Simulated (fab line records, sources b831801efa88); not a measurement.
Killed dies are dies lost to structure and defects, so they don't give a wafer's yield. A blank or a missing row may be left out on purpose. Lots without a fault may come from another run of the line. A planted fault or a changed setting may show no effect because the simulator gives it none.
fab line records | flow gf180mcu
record lots=5 wafers=15 last_day=34
route steps=602 shown V3@434 M4@456
lots that met no fault: from a run of the same line without faults
start_h: hours from the record's first day to the start of the lot's first wafer shown | wait_h: hours since the lot's step before | " the same as in the row above | L1.1+2: a row that stands for several wafers | - no value, or no start given | * or withheld: withheld | < > ~ a bound
route shown NAME@n: a module of which the file shows steps, and the number in the route of the first | usual: mean/standard deviation of fault-free wafers | same: alike in all rows | chamber/n: place in a boat | sites: the reading at each site | _std_site: their standard deviation | _edge_site: outer sites' mean less inner sites' | radius_mm: how far each site lies from the wafer's centre | mask NAME#n: copy n | behind: the tool/chamber that last shaped the wafer | hold: why the lot was held/for how many hours/how that ended | device: the transistor (n, p or np) that didn't switch | end of line: the same wafers' tests at the end of the route | a step without rows: its recipe alone | killed: dies lost to structure and defects at the first sort, not the wafer's yield | map: a wafer's dies, x killed, . not, _ none there
set.NAME: the setting as run; set.NAME@STEP: as run at that earlier step | model.NAME: the simulator's own value behind a step, which no gauge read
lots at some steps of the route; a table a step, a row a wafer
services: from which hour (start_h, from the record's first day; less than 0 if before it) a tool's chamber was out of use, for how many hours, and why
## steps
# step GF_V3_BOW_MEAS_05
# recipe mode=bow
# usual V3_BOW=114/9.4
# columns lot.wafer tool chamber start_h wait_h V3_BOW[um]
L079.1 film_metro-01 - 529.69 0.2 120
L079.3 " - " " 130
L079.4 " - " " 121
L085.3 film_metro-04 - 574.57 0.2 109
L085.5 " - " " 111
L085.6 " - " " 103
L092.1 film_metro-02 - 636.83 0.2 114
L092.2 " - " " 107
L092.3 " - " " 113
L094.4 film_metro-02 - 657.42 0.3 118
L094.5 " - " " 115
L094.6 " - " " 122
L095.2 film_metro-02 - 669.55 0.1 115
L095.4 " - " " 119
L095.6 " - " " 127
# step GF_V3_DEHYDRATE_06
# recipe temp_c=200 time_s=60
# columns lot.wafer tool chamber start_h wait_h
L079.1+3+4 litho_track-01 0 540.17 10.5
L085.3+5+6 litho_track-02 0 584.97 10.4
L092.1+2+3 litho_track-01 0 646.12 9.3
L094.4+5+6 litho_track-04 0 666.59 9.2
L095.2+4+6 litho_track-01 0 678.40 8.8
# step GF_V3_HMDS_07
# recipe prime_time_s=60 prime_temp_c=120
# usual prime_temp_c=120.01/0.12
# same prime_time_s=60
# columns lot.wafer tool chamber start_h wait_h prime_temp_c
L079.1 litho_track-01 0 540.32 0.1 120.01
L079.3 " 0 " " 120.11
L079.4 " 0 " " 120.10
L085.3 litho_track-02 0 585.12 0.1 120.00
L085.5 " 0 " " 120.06
L085.6 " 0 " " 119.94
L092.1 litho_track-01 0 646.27 0.1 119.97
L092.2 " 0 " " 119.86
L092.3 " 0 " " 119.86
L094.4 litho_track-04 0 666.74 0.1 120.01
L094.5 " 0 " " 119.82
L094.6 " 0 " " 120.07
L095.2 litho_track-01 0 678.55 0.1 120.04
L095.4 " 0 " " 119.98
L095.6 " 0 " " 119.88
# step GF_V3_COAT_08
# recipe resist=BARC temp_c=withheld time_s=withheld spin_rpm=withheld resist_thk_nm=withheld
# columns lot.wafer tool chamber start_h wait_h
L079.1+3+4 litho_track-01 0 540.47 0.1
L085.3+5+6 litho_track-02 0 585.27 0.1
L092.1+2+3 litho_track-01 0 646.42 0.1
L094.4+5+6 litho_track-04 0 666.89 0.1
L095.2+4+6 litho_track-01 0 678.70 0.1
# step GF_V3_COAT_09
# recipe resist=KrF spin_rpm=withheld resist_thk_nm=1000
# columns lot.wafer tool chamber start_h wait_h
L079.1+3+4 litho_track-01 0 - -
L085.3+5+6 litho_track-02 0 - -
L092.1+2+3 litho_track-01 0 - -
L094.4+5+6 litho_track-04 0 - -
L095.2+4+6 litho_track-01 0 - -
# step GF_V3_SOFTBAKE_10
# recipe temp_c=130 time_s=60 resist=KrF
# columns lot.wafer tool chamber start_h wait_h
L079.1+3+4 litho_track-01 0 - -
L085.3+5+6 litho_track-02 0 - -
L092.1+2+3 litho_track-01 0 - -
L094.4+5+6 litho_track-04 0 - -
L095.2+4+6 litho_track-01 0 - -
# step GF_V3_EXPOSE_11
# recipe mask_id=Via3 target_cd_nm=260 na=0.68 source_shape=conventional sigma_outer=0.6 dose_mj=38
# columns lot.wafer tool chamber start_h wait_h mask
L079.1+3+4 krf_scanner-01 0 - - Via3#0
L085.3+5+6 krf_scanner-02 0 - - Via3#0
L092.1+2+3 krf_scanner-02 0 - - Via3#0
L094.4+5+6 krf_scanner-01 0 - - Via3#0
L095.2+4+6 krf_scanner-01 0 - - Via3#0
# step GF_V3_PEB_12
# recipe peb_temp_c=135 peb_time_s=90 resist=KrF
# columns lot.wafer tool chamber start_h wait_h
L079.1+3+4 litho_track-04 0 - -
L085.3+5+6 litho_track-04 0 - -
L092.1+2+3 litho_track-02 0 - -
L094.4+5+6 litho_track-01 0 - -
L095.2+4+6 litho_track-02 0 - -
# step GF_V3_DEVELOP_13
# recipe develop_time_s=60 resist=KrF dev_temp_c=21
# columns lot.wafer tool chamber start_h wait_h
L079.1+3+4 litho_track-04 0 551.27 0.2
L085.3+5+6 litho_track-04 0 595.87 0.1
L092.1+2+3 litho_track-02 0 656.77 0.2
L094.4+5+6 litho_track-01 0 676.60 0.1
L095.2+4+6 litho_track-02 0 688.45 0.2
# step GF_V3_CD_MEAS_14
# recipe target_cd_nm=260
# usual cd_nm=260.0/1.4
# columns lot.wafer tool chamber start_h wait_h cd_nm
L079.1 cd_sem-01 - 551.42 0.1 260.0
L079.3 " - " " 258.8
L079.4 " - " " 258.3
L085.3 cd_sem-02 - 596.01 0.1 260.0
L085.5 " - " " 260.0
L085.6 " - " " 259.4
L092.1 cd_sem-01 - 656.92 0.1 258.4
L092.2 " - " " 258.3
L092.3 " - " " 258.8
L094.4 cd_sem-02 - 676.73 0.1 260.9
L094.5 " - " " 262.8
L094.6 " - " " 260.1
L095.2 cd_sem-02 - 688.59 0.1 258.6
L095.4 " - " " 259.0
L095.6 " - " " 259.3
# step GF_V3_OVL_MEAS_15
# usual V3_OVL=-3/5.3
# columns lot.wafer tool chamber start_h wait_h V3_OVL[nm]
L079.1 overlay-02 - 551.54 0.1 4
L079.3 " - " " 6
L079.4 " - " " -6
L085.3 overlay-01 - 596.10 0.1 -6
L085.5 " - " " 3
L085.6 " - " " 9
L092.1 overlay-01 - 657.04 0.1 4
L092.2 " - " " -6
L092.3 " - " " 2
L094.4 overlay-02 - 676.81 0.1 -2
L094.5 " - " " 2
L094.6 " - " " -1
L095.2 overlay-01 - 688.70 0.1 -10
L095.4 " - " " -10
L095.6 " - " " -8
# step GF_V3_ETCH_16
# recipe chemistry=N2/H2 target_depth_a=withheld overetch_a=withheld time_s=withheld target=BARC ion_energy_ev=200 source_w=500 bias_w=100 pressure_mtorr=30 n2_flow_sccm=100 h2_flow_sccm=200
# usual drypump_motor_current_A=5.6/0.41 oes_product_au=0.855/0.0048 throttle_valve_pct=13.224/0.0089
# columns lot.wafer tool chamber start_h wait_h drypump_motor_current_A oes_product_au throttle_valve_pct
L079.1 rie_diel-01 0 551.58 0.0 4.8 0.855 13.221
L079.3 " 2 " " 5.9 0.859 13.228
L079.4 " 3 " " 6.2 0.854 13.227
L085.3 rie_diel-04 2 596.13 0.0 5.2 0.853 13.224
L085.5 " 2 " " 5.2 0.857 13.219
L085.6 " 3 " " 5.5 0.847 13.229
L092.1 rie_diel-01 1 657.08 0.0 5.4 0.854 13.221
L092.2 " 2 " " 5.9 0.852 13.217
L092.3 " 3 " " 6.2 0.860 13.231
L094.4 rie_diel-04 3 676.83 0.0 5.5 0.860 13.219
L094.5 " 1 " " 4.9 0.850 13.216
L094.6 " 0 " " 6.0 0.851 13.204
L095.2 rie_diel-01 0 688.73 0.0 4.8 0.858 13.237
L095.4 " 2 " " 5.9 0.856 13.230
L095.6 " 0 " " 4.7 0.857 13.220
# step GF_V3_ETCH_17
# recipe chemistry=C4F8/O2/Ar mask_material=KrF target=SiO2 stop_on=TiN source_w=1500 bias_w=1200 pressure_mtorr=40 c4f8_flow_sccm=withheld O2_flow_sccm=6 Ar_flow_sccm=300 time_s=withheld target_depth_a=6350
# usual oes_product_au=0.856/0.0051
# columns lot.wafer tool chamber start_h wait_h oes_product_au
L079.1 rie_diel-01 0 - - 0.853
L079.3 " 2 " " 0.860
L079.4 " 3 " " 0.855
L085.3 rie_diel-04 2 - - 0.856
L085.5 " 2 " " 0.852
L085.6 " 3 " " 0.863
L092.1 rie_diel-01 1 - - 0.850
L092.2 " 2 " " 0.862
L092.3 " 3 " " 0.854
L094.4 rie_diel-04 3 - - 0.857
L094.5 " 1 " " 0.857
L094.6 " 0 " " 0.859
L095.2 rie_diel-01 0 - - 0.851
L095.4 " 2 " " 0.862
L095.6 " 0 " " 0.854
# step GF_V3_STRIP_18
# recipe chemistry=O2/N2 power_w=1400 pressure_mtorr=1500 platen_temp_c=250 o2_flow_sccm=3000 n2_flow_sccm=300 overash_fraction=0.5
# usual drypump_motor_current_A=5.7/0.38 heater_power_w=343/44 o2_flow_sccm=3000/8.6 oes_product_au=0.592/0.0052
# columns lot.wafer tool chamber start_h wait_h drypump_motor_current_A heater_power_w o2_flow_sccm oes_product_au rf_hours_counter_h
L079.1 plasma_asher-03 0 551.70 - 6.2 351 3020 0.593 82
L079.3 " 0 " " 6.2 356 3010 0.591 -
L079.4 " 1 " " 5.8 321 2998 0.595 -
L085.3 plasma_asher-01 1 596.29 - 5.4 347 2990 0.595 -
L085.5 " 1 " " 5.4 347 2999 0.589 -
L085.6 " 0 " " 5.7 301 3008 0.587 -
L092.1 plasma_asher-03 1 657.21 - 5.8 325 2989 0.595 93
L092.2 " 0 " " 6.2 350 2998 0.600 93
L092.3 " 0 " " 6.3 353 2998 0.597 -
L094.4 plasma_asher-03 1 676.99 - 5.8 326 2992 0.586 -
L094.5 " 0 " " 6.3 350 2994 0.590 -
L094.6 " 1 " " 5.8 318 3002 0.588 -
L095.2 plasma_asher-02 0 688.86 - 6.0 477 3000 0.597 63
L095.4 " 1 " " 4.9 348 3008 0.599 -
L095.6 " 0 " " 6.0 465 3003 0.600 -
# step GF_V3_STRIP_19
# recipe chemistry=post_etch_residue_remover time_s=1200 temp_c=72.5
# usual temp_c=72.49/0.13
# columns lot.wafer tool chamber start_h wait_h temp_c
L079.1 wet_bench-02 2 551.80 0.1 72.65
L079.3 " 2 " " 72.73
L079.4 " 2 " " 72.71
L085.3 wet_bench-04 3 596.35 0.0 72.69
L085.5 " 3 " " 72.53
L085.6 " 3 " " 72.54
L092.1 wet_bench-03 0 657.31 0.1 72.55
L092.2 " 0 " " 72.39
L092.3 " 0 " " 72.32
L094.4 wet_bench-03 1 677.06 0.0 72.57
L094.5 " 1 " " 72.58
L094.6 " 1 " " 72.37
L095.2 wet_bench-02 1 688.96 0.1 72.45
L095.4 " 1 " " 72.43
L095.6 " 1 " " 72.47
# step GF_V3_CLEAN_20
# recipe chemistry=DIW dry=n2_spin
# columns lot.wafer tool chamber start_h wait_h
L079.1+3+4 wet_bench-03 0 552.15 0.0
L085.3+5+6 wet_bench-02 0 596.70 0.0
L092.1+2+3 wet_bench-04 0 657.65 0.0
L094.4+5+6 wet_bench-02 3 677.40 0.0
L095.2+4+6 wet_bench-03 0 689.30 0.0
# step GF_V3_SPUTTER_21
# recipe material=Ti target_thk_nm=15 chamber_pressure_pa=5 power_w=2500 substrate_temp_c=200 time_s=80.02
# usual throttle_valve_pct=30.1/1.4
# columns lot.wafer tool chamber start_h wait_h throttle_valve_pct
L079.1 pvd_sputter-03 - 552.25 0.0 31.5
L079.3 " - " " 30.6
L079.4 " - " " 29.0
L085.3 pvd_sputter-03 - 596.79 0.0 30.5
L085.5 " - " " 30.6
L085.6 " - " " 29.5
L092.1 pvd_sputter-03 - 657.74 0.0 31.9
L092.2 " - " " 30.4
L092.3 " - " " 30.0
L094.4 pvd_sputter-01 - 677.53 0.0 30.9
L094.5 " - " " 29.6
L094.6 " - " " 32.0
L095.2 pvd_sputter-01 - 689.39 0.0 31.8
L095.4 " - " " 29.5
L095.6 " - " " 27.3
# step GF_V3_SPUTTER_22
# recipe material=TiN target_thk_nm=10 chamber_pressure_pa=5 power_w=4000 time_s=40
# usual throttle_valve_pct=30.1/1.4
# columns lot.wafer tool chamber start_h wait_h throttle_valve_pct
L079.1 pvd_sputter-03 - 552.31 0.0 31.6
L079.3 " - " " 30.8
L079.4 " - " " 29.1
L085.3 pvd_sputter-03 - 596.85 0.0 30.5
L085.5 " - " " 30.5
L085.6 " - " " 29.1
L092.1 pvd_sputter-03 - 657.80 0.0 31.7
L092.2 " - " " 30.3
L092.3 " - " " 29.9
L094.4 pvd_sputter-01 - 677.58 0.0 30.9
L094.5 " - " " 29.6
L094.6 " - " " 32.2
L095.2 pvd_sputter-01 - 689.45 0.0 32.0
L095.4 " - " " 29.5
L095.6 " - " " 27.7
# step GF_V3_CVD_23
# recipe material=W target_thk_nm=350 time_s=104.9 temp_c=400 pressure_torr=40
# usual heater_power_w=798/82
# columns lot.wafer tool chamber start_h wait_h heater_power_w
L079.1 cvd_w-01 0 552.35 0.0 963
L079.3 " 0 " " 917
L079.4 " 1 " " 748
L085.3 cvd_w-02 1 596.92 0.1 841
L085.5 " 1 " " 850
L085.6 " 0 " " 687
L092.1 cvd_w-02 1 657.84 0.0 834
L092.2 " 0 " " 706
L092.3 " 0 " " 721
L094.4 cvd_w-02 1 677.64 0.0 848
L094.5 " 1 " " 841
L094.6 " 0 " " 696
L095.2 cvd_w-02 0 689.49 0.0 710
L095.4 " 0 " " 694
L095.6 " 0 " " 725
# step GF_V3_RS_MEAS_24
# recipe thk_meas_gauge=four-point-probe reads=W_of_V3_CVD_23+TiN_of_V3_SPUTTER_22+Ti_of_V3_SPUTTER_21
# usual V3_W_RS=0.328/0.0035
# columns lot.wafer tool chamber start_h wait_h V3_W_RS[ohm/sq]
L079.1 film_metro-04 - 552.46 0.1 0.325
L079.3 " - " " 0.327
L079.4 " - " " 0.331
L085.3 film_metro-01 - 597.04 0.1 0.329
L085.5 " - " " 0.332
L085.6 " - " " 0.331
L092.1 film_metro-02 - 657.95 0.1 0.336
L092.2 " - " " 0.323
L092.3 " - " " 0.329
L094.4 film_metro-02 - 677.77 0.1 0.329
L094.5 " - " " 0.326
L094.6 " - " " 0.324
L095.2 film_metro-01 - 689.62 0.1 0.330
L095.4 " - " " 0.333
L095.6 " - " " 0.334
# step GF_V3_THK_MEAS_25
# recipe thk_meas_gauge=xrf reads=W_of_V3_CVD_23
# usual V3_W_THK=358/5.8
# columns lot.wafer tool chamber start_h wait_h V3_W_THK[nm]
L079.1 film_metro-04 - 552.58 0.1 366
L079.3 " - " " 366
L079.4 " - " " 360
L085.3 film_metro-01 - 597.14 0.1 354
L085.5 " - " " 351
L085.6 " - " " 352
L092.1 film_metro-02 - 658.07 0.1 350
L092.2 " - " " 363
L092.3 " - " " 356
L094.4 film_metro-02 - 677.86 0.1 356
L094.5 " - " " 358
L094.6 " - " " 360
L095.2 film_metro-01 - 689.73 0.1 354
L095.4 " - " " 355
L095.6 " - " " 350
# step GF_V3_CMP_26
# recipe stop_on=SiO2 down_force_psi=3.5 platen_rpm=60 t_overpolish_s=15 target_thk_nm=0 pad_velocity_m_s=0.94248
# usual motor_current_A=9.8/0.97 overpolish_run_s=15.000/0.0087 slurry_filter_dp_kPa=13.50/0.14 time_to_endpoint_s=85/3
# columns lot.wafer tool chamber start_h wait_h motor_current_A overpolish_run_s slurry_filter_dp_kPa time_to_endpoint_s
L079.3 cmp-02 2 552.69 0.1 11.0 14.989 13.48 83
L079.1 " 3 " " 10.4 15.006 13.63 88
L079.4 " 0 " " 10.2 15.004 13.47 85
L085.3 cmp-02 3 597.18 0.0 10.7 14.999 13.44 86
L085.5 " 3 " " 10.6 15.000 13.52 85
L085.6 " 0 " " 9.5 14.999 13.55 85
L092.3 cmp-01 2 658.13 0.0 8.9 15.002 13.82 89
L092.2 " 3 " " 8.5 14.997 13.52 90
L092.1 " 0 " " 10.4 15.006 13.40 84
L094.4 cmp-01 2 678.04 0.2 8.7 15.004 13.40 87
L094.5 " 3 " " 8.2 15.010 13.50 85
L094.6 " 0 " " 10.9 15.023 13.41 82
L095.4 cmp-01 0 689.88 0.1 10.4 15.011 13.43 82
L095.2 " 1 " " 11.0 14.994 13.22 82
L095.6 " 3 " " 8.4 14.984 13.46 81
# step GF_M4_SPUTTER_00
# recipe material=Ti target_thk_nm=37.5 arriving_ion_energy_ev=80 substrate_temp_c=200 chamber_pressure_pa=2 power_w=4000 time_s=150
# usual throttle_valve_pct=29.8/1.4
# columns lot.wafer tool chamber start_h wait_h throttle_valve_pct
L079.1 pvd_sputter-01 - 552.94 0.1 29.6
L079.3 " - " " 31.9
L079.4 " - " " 30.8
L085.3 pvd_sputter-01 - 597.48 0.2 29.4
L085.5 " - " " 27.7
L085.6 " - " " 29.4
L092.1 pvd_sputter-03 - 658.43 0.1 30.6
L092.2 " - " " 29.9
L092.3 " - " " 31.7
L094.4 pvd_sputter-01 - 678.24 0.1 30.9
L094.5 " - " " 31.6
L094.6 " - " " 29.8
L095.2 pvd_sputter-04 - 690.08 0.1 27.5
L095.4 " - " " 29.4
L095.6 " - " " 29.6
# step GF_M4_SPUTTER_01
# recipe material=TiN target_thk_nm=30 power_w=6500 time_s=25 chamber_pressure_pa=0.4
# usual throttle_valve_pct=29.8/1.4
# columns lot.wafer tool chamber start_h wait_h throttle_valve_pct
L079.1 pvd_sputter-01 - 553.04 0.1 29.3
L079.3 " - " " 32.2
L079.4 " - " " 31.0
L085.3 pvd_sputter-01 - 597.58 0.1 29.3
L085.5 " - " " 27.7
L085.6 " - " " 29.7
L092.1 pvd_sputter-03 - 658.53 0.1 30.6
L092.2 " - " " 30.1
L092.3 " - " " 31.5
L094.4 pvd_sputter-01 - 678.31 0.0 30.7
L094.5 " - " " 32.2
L094.6 " - " " 29.4
L095.2 pvd_sputter-04 - 690.18 0.1 27.3
L095.4 " - " " 29.7
L095.6 " - " " 29.7
# step GF_M4_SPUTTER_02
# recipe material=AlCu target_thk_nm=450 power_w=10600 time_s=23.9 chamber_pressure_pa=0.4176
# usual throttle_valve_pct=29.8/1.4
# columns lot.wafer tool chamber start_h wait_h throttle_valve_pct
L079.1 pvd_sputter-01 - 553.07 0.0 29.9
L079.3 " - " " 32.0
L079.4 " - " " 31.1
L085.3 pvd_sputter-01 - 597.61 0.0 29.3
L085.5 " - " " 27.7
L085.6 " - " " 29.4
L092.1 pvd_sputter-03 - 658.57 0.0 30.3
L092.2 " - " " 29.9
L092.3 " - " " 31.6
L094.4 pvd_sputter-01 - 678.34 0.0 30.9
L094.5 " - " " 31.6
L094.6 " - " " 29.7
L095.2 pvd_sputter-04 - 690.21 0.0 27.4
L095.4 " - " " 29.4
L095.6 " - " " 29.6
# step GF_M4_SPUTTER_03
# recipe material=Ti target_thk_nm=10 substrate_temp_c=300 chamber_pressure_pa=0.3 power_w=3000 time_s=6.7
# usual throttle_valve_pct=29.8/1.4
# columns lot.wafer tool chamber start_h wait_h throttle_valve_pct
L079.1 pvd_sputter-01 - 553.10 0.0 29.5
L079.3 " - " " 32.4
L079.4 " - " " 30.7
L085.3 pvd_sputter-01 - 597.64 0.0 29.5
L085.5 " - " " 27.4
L085.6 " - " " 29.7
L092.1 pvd_sputter-03 - 658.59 0.0 30.6
L092.2 " - " " 29.9
L092.3 " - " " 31.5
L094.4 pvd_sputter-01 - 678.36 0.0 30.9
L094.5 " - " " 32.0
L094.6 " - " " 29.4
L095.2 pvd_sputter-04 - 690.24 0.0 27.2
L095.4 " - " " 29.5
L095.6 " - " " 29.4
# step GF_M4_SPUTTER_04
# recipe material=TiN target_thk_nm=50 power_w=6500 time_s=41.7 chamber_pressure_pa=0.4
# usual throttle_valve_pct=29.8/1.4
# columns lot.wafer tool chamber start_h wait_h throttle_valve_pct
L079.1 pvd_sputter-01 - 553.12 0.0 29.5
L079.3 " - " " 32.3
L079.4 " - " " 31.0
L085.3 pvd_sputter-01 - 597.66 0.0 29.5
L085.5 " - " " 27.8
L085.6 " - " " 29.2
L092.1 pvd_sputter-03 - 658.62 0.0 30.7
L092.2 " - " " 29.7
L092.3 " - " " 31.5
L094.4 pvd_sputter-01 - 678.39 0.0 31.2
L094.5 " - " " 32.0
L094.6 " - " " 29.7
L095.2 pvd_sputter-04 - 690.26 0.0 27.3
L095.4 " - " " 29.6
L095.6 " - " " 29.5
# step GF_M4_RS_MEAS_05
# recipe thk_meas_gauge=four-point-probe reads=TiN_of_M4_SPUTTER_04+Ti_of_M4_SPUTTER_03+AlCu_of_M4_SPUTTER_02+TiN_of_M4_SPUTTER_01+Ti_of_M4_SPUTTER_00
# usual M4_ALCU_RS=0.0701/0.00078
# columns lot.wafer tool chamber start_h wait_h M4_ALCU_RS[ohm/sq]
L079.1 film_metro-03 - 553.16 0.0 0.0703
L079.3 " - " " 0.0701
L079.4 " - " " 0.0703
L085.3 film_metro-04 - 597.74 0.1 0.0707
L085.5 " - " " 0.0711
L085.6 " - " " 0.0711
L092.1 film_metro-03 - 658.66 0.0 0.0696
L092.2 " - " " 0.0697
L092.3 " - " " 0.0696
L094.4 film_metro-02 - 678.47 0.1 0.0702
L094.5 " - " " 0.0706
L094.6 " - " " 0.0701
L095.2 film_metro-03 - 690.32 0.0 0.0700
L095.4 " - " " 0.0700
L095.6 " - " " 0.0692
# step GF_M4_THK_MEAS_06
# recipe thk_meas_gauge=xrf reads=AlCu_of_M4_SPUTTER_02
# usual M4_ALCU_THK=449/6.7
# columns lot.wafer tool chamber start_h wait_h M4_ALCU_THK[nm]
L079.1 film_metro-03 - 553.28 0.1 450
L079.3 " - " " 451
L079.4 " - " " 452
L085.3 film_metro-04 - 597.84 0.1 441
L085.5 " - " " 444
L085.6 " - " " 445
L092.1 film_metro-03 - 658.78 0.1 452
L092.2 " - " " 454
L092.3 " - " " 452
L094.4 film_metro-02 - 678.56 0.1 445
L094.5 " - " " 443
L094.6 " - " " 446
L095.2 film_metro-03 - 690.43 0.1 452
L095.4 " - " " 451
L095.6 " - " " 455
# step GF_M4_DEHYDRATE_07
# recipe temp_c=200 time_s=60
# columns lot.wafer tool chamber start_h wait_h
L079.1+3+4 litho_track-02 0 563.97 10.7
L085.3+5+6 litho_track-03 0 608.35 10.5
L092.1+2+3 litho_track-02 0 667.77 9.0
L094.4+5+6 litho_track-02 0 687.10 8.5
L095.2+4+6 litho_track-04 0 698.99 8.5
# step GF_M4_HMDS_08
# recipe prime_time_s=60 prime_temp_c=120
# usual prime_temp_c=120.00/0.15
# same prime_time_s=60
# columns lot.wafer tool chamber start_h wait_h prime_temp_c
L079.1 litho_track-02 0 564.12 0.1 120.12
L079.3 " 0 " " 120.09
L079.4 " 0 " " 120.20
L085.3 litho_track-03 0 608.50 0.1 119.85
L085.5 " 0 " " 119.86
L085.6 " 0 " " 119.95
L092.1 litho_track-02 0 667.92 0.1 119.93
L092.2 " 0 " " 119.94
L092.3 " 0 " " 119.87
L094.4 litho_track-02 0 687.25 0.1 120.19
L094.5 " 0 " " 120.05
L094.6 " 0 " " 120.23
L095.2 litho_track-04 0 699.14 0.1 120.13
L095.4 " 0 " " 120.23
L095.6 " 0 " " 119.95
# step GF_M4_COAT_09
# recipe resist=KrF spin_rpm=withheld resist_thk_nm=1000
# columns lot.wafer tool chamber start_h wait_h
L079.1+3+4 litho_track-02 0 564.27 0.1
L085.3+5+6 litho_track-03 0 608.65 0.1
L092.1+2+3 litho_track-02 0 668.07 0.1
L094.4+5+6 litho_track-02 0 687.40 0.1
L095.2+4+6 litho_track-04 0 699.29 0.1
# step GF_M4_SOFTBAKE_10
# recipe temp_c=130 time_s=60 resist=KrF
# columns lot.wafer tool chamber start_h wait_h
L079.1+3+4 litho_track-02 0 564.42 0.1
L085.3+5+6 litho_track-03 0 608.80 0.1
L092.1+2+3 litho_track-02 0 668.22 0.1
L094.4+5+6 litho_track-02 0 687.55 0.1
L095.2+4+6 litho_track-04 0 699.44 0.1
# step GF_M4_EXPOSE_11
# recipe mask_id=Metal4 target_cd_nm=280 na=0.68 source_shape=conventional sigma_outer=0.6 dose_mj=28
# columns lot.wafer tool chamber start_h wait_h mask
L079.1+3+4 krf_scanner-02 0 - - Metal4#0
L085.3+5+6 krf_scanner-01 0 - - Metal4#0
L092.1+2+3 krf_scanner-02 0 - - Metal4#0
L094.4+5+6 krf_scanner-01 0 - - Metal4#0
L095.2+4+6 krf_scanner-02 0 - - Metal4#0
# step GF_M4_PEB_12
# recipe peb_temp_c=135 peb_time_s=90 resist=KrF
# columns lot.wafer tool chamber start_h wait_h
L079.1+3+4 litho_track-02 0 - -
L085.3+5+6 litho_track-04 0 - -
L092.1+2+3 litho_track-04 0 - -
L094.4+5+6 litho_track-04 0 - -
L095.2+4+6 litho_track-02 0 - -
# step GF_M4_DEVELOP_13
# recipe develop_time_s=60 dev_temp_c=21
# columns lot.wafer tool chamber start_h wait_h
L079.1+3+4 litho_track-02 0 575.17 0.2
L085.3+5+6 litho_track-04 0 619.47 0.1
L092.1+2+3 litho_track-04 0 677.52 0.2
L094.4+5+6 litho_track-04 0 696.94 0.1
L095.2+4+6 litho_track-02 0 708.25 0.2
# step GF_M4_CD_MEAS_14
# recipe target_cd_nm=280
# usual cd_nm=280.0/1.2
# columns lot.wafer tool chamber start_h wait_h cd_nm
L079.1 cd_sem-01 - 575.32 0.1 278.8
L079.3 " - " " 279.1
L079.4 " - " " 279.3
L085.3 cd_sem-02 - 619.61 0.1 281.9
L085.5 " - " " 279.4
L085.6 " - " " 281.1
L092.1 cd_sem-02 - 677.67 0.1 279.0
L092.2 " - " " 279.7
L092.3 " - " " 278.8
L094.4 cd_sem-02 - 697.08 0.1 280.2
L094.5 " - " " 279.9
L094.6 " - " " 280.2
L095.2 cd_sem-02 - 708.39 0.1 278.3
L095.4 " - " " 278.6
L095.6 " - " " 277.9
# step GF_M4_OVL_MEAS_15
# usual M4_OVL=0/5.4
# columns lot.wafer tool chamber start_h wait_h M4_OVL[nm]
L079.1 overlay-01 - 575.44 0.1 -9
L079.3 " - " " 0
L079.4 " - " " 4
L085.3 overlay-01 - 619.70 0.1 5
L085.5 " - " " 1
L085.6 " - " " 5
L092.1 overlay-02 - 677.79 0.1 -1
L092.2 " - " " -3
L092.3 " - " " 1
L094.4 overlay-02 - 697.16 0.1 5
L094.5 " - " " 2
L094.6 " - " " 0
L095.2 overlay-01 - 708.50 0.1 -1
L095.4 " - " " -6
L095.6 " - " " -7
# step GF_M4_METAL_ETCH_16
# recipe chemistry=Cl2/BCl3 mask_material=KrF target_depth_nm=627.5 stop_on=SiO2 pressure_mtorr=8 icp_w=800 bias_w=140 Cl2_flow_sccm=80 bcl3_flow_sccm=40 time_s=104.6
# usual drypump_motor_current_A=5.8/0.58 oes_product_au=0.970/0.0056 throttle_valve_pct=28.251/0.011
# columns lot.wafer tool chamber start_h wait_h drypump_motor_current_A oes_product_au rf_hours_counter_h throttle_valve_pct
L079.1 rie_metal-01 0 575.48 0.0 6.4 0.972 10 28.245
L079.3 " 0 " " 6.4 0.964 - 28.250
L079.4 " 0 " " 6.4 0.967 - 28.242
L085.3 rie_metal-01 0 619.76 0.1 6.4 0.967 - 28.254
L085.5 " 0 " " 6.4 0.970 - 28.256
L085.6 " 1 " " 4.7 0.969 - 28.253
L092.1 rie_metal-03 1 677.82 0.0 5.5 0.973 13 28.247
L092.2 " 0 " " 5.7 0.981 11 28.258
L092.3 " 0 " " 5.7 0.972 - 28.260
L094.4 rie_metal-01 0 697.29 0.1 6.4 0.965 - 28.246
L094.5 " 0 " " 6.4 0.968 - 28.246
L094.6 " 0 " " 6.4 0.968 - 28.254
L095.2 rie_metal-01 0 708.57 0.1 6.4 0.972 - 28.268
L095.4 " 0 " " 6.4 0.969 - 28.238
L095.6 " 0 " " 6.4 0.978 - 28.250
## services
# columns tool chamber start_h hours kind
rie_diel-01 1 539.28 3.5 repair
wet_bench-02 - 549.35 1.9 pm
krf_scanner-01 - 554.74 4.0 pm
krf_scanner-01 - 570.66 0.5 repair
pvd_sputter-04 - 576.97 2.0 repair
rie_metal-01 1 582.99 19.5 repair
krf_scanner-01 - 590.71 1.3 pm
pvd_sputter-04 - 607.49 4.6 repair
krf_scanner-02 - 610.31 1.0 pm
krf_scanner-01 - 611.35 3.6 pm
krf_scanner-01 - 615.41 1.0 pm
pvd_sputter-03 - 616.74 0.5 repair
cvd_w-02 0 622.93 3.8 repair
krf_scanner-01 - 624.42 4.4 pm
rie_diel-01 0 624.55 9.7 repair
krf_scanner-01 - 644.29 0.8 pm
krf_scanner-01 - 656.09 0.2 repair
pvd_sputter-04 - 660.01 0.6 repair
rie_diel-01 2 660.04 5.5 repair
rie_diel-04 2 662.12 1.8 repair
krf_scanner-02 - 663.90 0.8 pm
krf_scanner-02 - 686.64 1.3 pm
pvd_sputter-03 - 689.92 3.3 repair
pvd_sputter-01 - 704.60 5.4 repair
## key
fault none
